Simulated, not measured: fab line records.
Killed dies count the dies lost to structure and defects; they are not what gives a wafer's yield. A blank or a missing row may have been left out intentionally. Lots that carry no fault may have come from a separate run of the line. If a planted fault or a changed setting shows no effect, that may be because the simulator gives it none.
Lot-split experiment -- flow sfqLine -- 23 wafers read across 5 lots, on a route 325 steps long

== THE SPLIT ITSELF ==
At SFQ_TRILAYER_M3_LITHO_COAT_075 (resist thk 600 nm), the setting spinRpm was moved away from the recipe's 3000 rpm on 4 of the 23 wafers read, by -4.7% to +6.2%. The other wafers ran this setting at the recipe's value.

== FROM THE SPLIT TO THE READING: what the file shows between them, 3 steps ==
- SFQ_TRILAYER_M3_LITHO_SOFTBAKE_079
- SFQ_TRILAYER_M3_LITHO_EXPOSE_076: exposes mask M3, target cd 500 nm
- SFQ_TRILAYER_M3_BARC_OPEN_METAL_ETCH_100: etches BARC in O2, target depth 125 nm, time 41.7 s

== THE READING ==
KrF_of_TRILAYER_M3_LITHO_COAT_075.thkNm (the simulator's own value, which no gauge read), in nm, at SFQ_TRILAYER_M3_ETCH_METAL_ETCH_078 (etches Nb in Cl2/Ar, stops on SiO2, target depth 240 nm, time 120 s). No usual value for it is given in the file. Across the 19 wafers here that went through the recipe, the average is 380.6 nm and the standard deviation 5.6 nm.

wafer,"tool, chamber at the split","spinRpm as run, rpm",against the recipe,"KrF_of_TRILAYER_M3_LITHO_COAT_075.thkNm, nm",against lot-mates on the recipe
L074.1,"lithoTrack-04, 0",3000,recipe,371.7,-
L074.2,"lithoTrack-04, 0",3000,recipe,381.5,-
L074.3,"lithoTrack-04, 0",3000,recipe,371.5,-
L074.4,"lithoTrack-04, 0",3000,recipe,383.5,-
L074.5,"lithoTrack-04, 0",3000,recipe,381.9,-
L075.1,"lithoTrack-04, 0",3000,recipe,375.9,-
L075.2,"lithoTrack-04, 0",3000,recipe,367.7,-
L075.4,"lithoTrack-04, 0",3000,recipe,374.7,-
L079.1,"lithoTrack-02, 0",3000,recipe,380.5,-
L079.3,"lithoTrack-02, 0",3000,recipe,380.3,-
L079.5,"lithoTrack-02, 0",3000,recipe,380.3,-
L079.4,"lithoTrack-02, 0",2860,-4.7%,394.6,+14.2
L079.6,"lithoTrack-02, 0",2860,-4.7%,396.1,+15.7
L081.2,"lithoTrack-04, 0",3000,recipe,384.4,-
L081.3,"lithoTrack-04, 0",3000,recipe,383,-
L081.4,"lithoTrack-04, 0",3000,recipe,384.5,-
L081.5,"lithoTrack-04, 0",3000,recipe,385.1,-
L081.6,"lithoTrack-04, 0",3000,recipe,382.3,-
L084.1,"lithoTrack-04, 0",3000,recipe,386.1,-
L084.2,"lithoTrack-04, 0",3187,+6.2%,367.4,-20.0
L084.4,"lithoTrack-04, 0",3187,+6.2%,367.4,-20.0
L084.3,"lithoTrack-04, 0",3000,recipe,387.6,-
L084.5,"lithoTrack-04, 0",3000,recipe,388.5,-

THE FIT
A straight line over all 23 wafers: KrF_of_TRILAYER_M3_LITHO_COAT_075.thkNm changes by -2.5 nm for each +1% of spinRpm; r = -0.74; the points scatter about the line by 5.4 nm.
The same after taking each lot's own level away (the mean of its wafers on the recipe; 23 wafers): -3.21 nm for each +1%; r = -0.93; scatter 3 nm.
According to that fit, moving spinRpm by its largest amount changes the reading by 20 nm.
From 372.77 to 387.40 nm: that is the span of the lots' own levels, equal to 2.6 times the standard deviation above.
So the lot-to-lot level blurs the effect unless lot-mates are compared.
Check: for one of the wafers moved furthest among these (+6.2%), held out of the fit, the line's prediction against its lot-mates is -20 nm. It came out at -20 nm against them.

== OTHER SPLITS APPLIED TO THESE WAFERS ==
Note: prior to the reading, these wafers also went through further splits. Each is held against what the fit with the lots' levels taken away leaves over:
other split on the same wafers,wafers away from the commonest value,r with KrF_of_TRILAYER_M3_LITHO_COAT_075.thkNm (lot level and that fit taken away)
SFQ_TRILAYER_I2_VIA_BARC_OPEN_VIA_ETCH_096 timeS,6,+0.09

== THE WHOLE CHAIN: every reading that the file lists as answering this split, in the file's order ==
step,what it does,reading,change (the file's fit),r (the file's)
SFQ_TRILAYER_M3_LITHO_COAT_075,resist thk 600 nm,"KrF_of_TRILAYER_M3_LITHO_COAT_075.thkNm (the simulator's own value, which no gauge read)",-3.07 nm for each +1% of the setting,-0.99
SFQ_TRILAYER_M3_ETCH_METAL_ETCH_078,"etches Nb in Cl2/Ar, stops on SiO2, target depth 240 nm, time 120 s","KrF_of_TRILAYER_M3_LITHO_COAT_075.thkNm (the simulator's own value, which no gauge read)",-3.21 nm for each +1% of the setting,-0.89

== FILE'S OWN FIT ==
KrF_of_TRILAYER_M3_LITHO_COAT_075.thkNm changes by -3.21 nm for each +1% of spinRpm, r = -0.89.
